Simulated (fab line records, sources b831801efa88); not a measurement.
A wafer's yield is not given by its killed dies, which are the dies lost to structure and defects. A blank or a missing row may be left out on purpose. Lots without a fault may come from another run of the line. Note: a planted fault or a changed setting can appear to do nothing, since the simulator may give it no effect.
Which tool was responsible? :: flow sky130 :: Sampling: 10 lots, 30 wafers, 3 of 708 route steps

WHAT EACH GAUGE READ, for each wafer
SKY_LOCAL_INTERCONNECT_RS_MEAS_01: a four-point-probe measurement.
lot: L739
measured: day 29 03:20
on: film-metro-01
LOCAL_INTERCONNECT_TIN_RS (ohm/sq): 14.28 14.34 14.19

lot: L743
measured: day 30 15:01
on: film-metro-03
LOCAL_INTERCONNECT_TIN_RS (ohm/sq): 14.17 14.25 14.23

lot: L744
measured: day 31 01:28
on: film-metro-03
LOCAL_INTERCONNECT_TIN_RS (ohm/sq): 14.27 14.26 14.42

lot: L746
measured: day 31 19:38
on: film-metro-03
LOCAL_INTERCONNECT_TIN_RS (ohm/sq): 14.23 14.27 14.26

lot: L752
measured: day 33 21:55
on: film-metro-03
LOCAL_INTERCONNECT_TIN_RS (ohm/sq): 14.06 13.91 14.00

lot: L753
measured: day 34 02:19
on: film-metro-03
LOCAL_INTERCONNECT_TIN_RS (ohm/sq): 14.07 11.65 14.04

lot: L755
measured: day 34 18:22
on: film-metro-03
LOCAL_INTERCONNECT_TIN_RS (ohm/sq): 14.01 14.05 14.08

lot: L757
measured: day 35 02:04
on: film-metro-04
LOCAL_INTERCONNECT_TIN_RS (ohm/sq): 14.15 14.34 14.16

lot: L756
measured: day 35 03:26
on: film-metro-03
LOCAL_INTERCONNECT_TIN_RS (ohm/sq): 11.78 11.77 14.07

lot: L762
measured: day 37 07:45
on: film-metro-01
LOCAL_INTERCONNECT_TIN_RS (ohm/sq): 14.15 14.37 14.21

WHAT TOOL EACH LOT RAN ON (gives the tool, then ch and the chambers of the sampled wafers, and finally the start)
lot: L739
SKY_RES_PROTECT_STRIP_07: plasma-asher-02 ch 0,1, day 15 00:04
SKY_LOCAL_INTERCONNECT_SPUTTER_00: pvd-sputter-03, day 29 03:16

lot: L743
SKY_RES_PROTECT_STRIP_07: plasma-asher-01 ch 0,1, day 16 11:22
SKY_LOCAL_INTERCONNECT_SPUTTER_00: pvd-sputter-03, day 30 14:57

lot: L744
SKY_RES_PROTECT_STRIP_07: plasma-asher-02 ch 0,1, day 16 21:49
SKY_LOCAL_INTERCONNECT_SPUTTER_00: pvd-sputter-04, day 31 01:24

lot: L746
SKY_RES_PROTECT_STRIP_07: plasma-asher-04 ch 0,1, day 17 22:19
SKY_LOCAL_INTERCONNECT_SPUTTER_00: pvd-sputter-03, day 31 19:32

lot: L752
SKY_RES_PROTECT_STRIP_07: plasma-asher-01 ch 0,1, day 20 02:41
SKY_LOCAL_INTERCONNECT_SPUTTER_00: pvd-sputter-03, day 33 21:51

lot: L753
SKY_RES_PROTECT_STRIP_07: plasma-asher-02 ch 0,1, day 20 10:15
SKY_LOCAL_INTERCONNECT_SPUTTER_00: pvd-sputter-03, day 34 02:13

lot: L755
SKY_RES_PROTECT_STRIP_07: plasma-asher-01 ch 0,1, day 21 02:07
SKY_LOCAL_INTERCONNECT_SPUTTER_00: pvd-sputter-01, day 34 18:19

lot: L757
SKY_RES_PROTECT_STRIP_07: plasma-asher-01 ch 0, day 21 10:44
SKY_LOCAL_INTERCONNECT_SPUTTER_00: pvd-sputter-04, day 35 01:59

lot: L756
SKY_RES_PROTECT_STRIP_07: plasma-asher-01 ch 0,1, day 21 12:02
SKY_LOCAL_INTERCONNECT_SPUTTER_00: pvd-sputter-03, day 35 03:23

lot: L762
SKY_RES_PROTECT_STRIP_07: plasma-asher-04 ch 0,1, day 24 06:34
SKY_LOCAL_INTERCONNECT_SPUTTER_00: pvd-sputter-04, day 37 07:41
- SKY_RES_PROTECT_STRIP_07: strips in O2/N2.
- SKY_LOCAL_INTERCONNECT_SPUTTER_00: material TiN, target thk 100 nm, time 83.3 s.

THE ANSWER, worked out from the rows above alone
Rule: the lots themselves supply what counts as usual. The widest of any qualifying gaps counts: lots, ordered by their means at a reading, are off when they make up no more than a third of the lots, leave a main group of 4 or more, and stand apart from it by 3 or more times the standard deviation of that group's means. The tables above print the reading to a certain number of digits; a main group whose means all agree to those digits is not used. Also off: a lot with no number at a reading for which 4 or more lots have one. All remaining lots with rows at the step are treated as sound.
Off: at SKY_LOCAL_INTERCONNECT_RS_MEAS_01 (LOCAL_INTERCONNECT_TIN_RS), L753, L756. Main group: mean 14.19 ohm/sq, sd 0.11.
If a tool, at a process step before that reading, ran all the lots that are off and no sound lot after the first of them, it fits. The gauges at SKY_LOCAL_INTERCONNECT_RS_MEAS_01 are tried like those tools. One fits: pvd-sputter-03 at SKY_LOCAL_INTERCONNECT_SPUTTER_00. Its last sound lot is L752 (day 33 21:51), its first lot that is off L753 (day 34 02:13): a fault that began between those two fits.

WHAT THE SIMULATOR PUT IN
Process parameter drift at SKY_LOCAL_INTERCONNECT_SPUTTER_00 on pvd-sputter-03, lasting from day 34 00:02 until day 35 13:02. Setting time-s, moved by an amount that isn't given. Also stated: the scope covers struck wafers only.
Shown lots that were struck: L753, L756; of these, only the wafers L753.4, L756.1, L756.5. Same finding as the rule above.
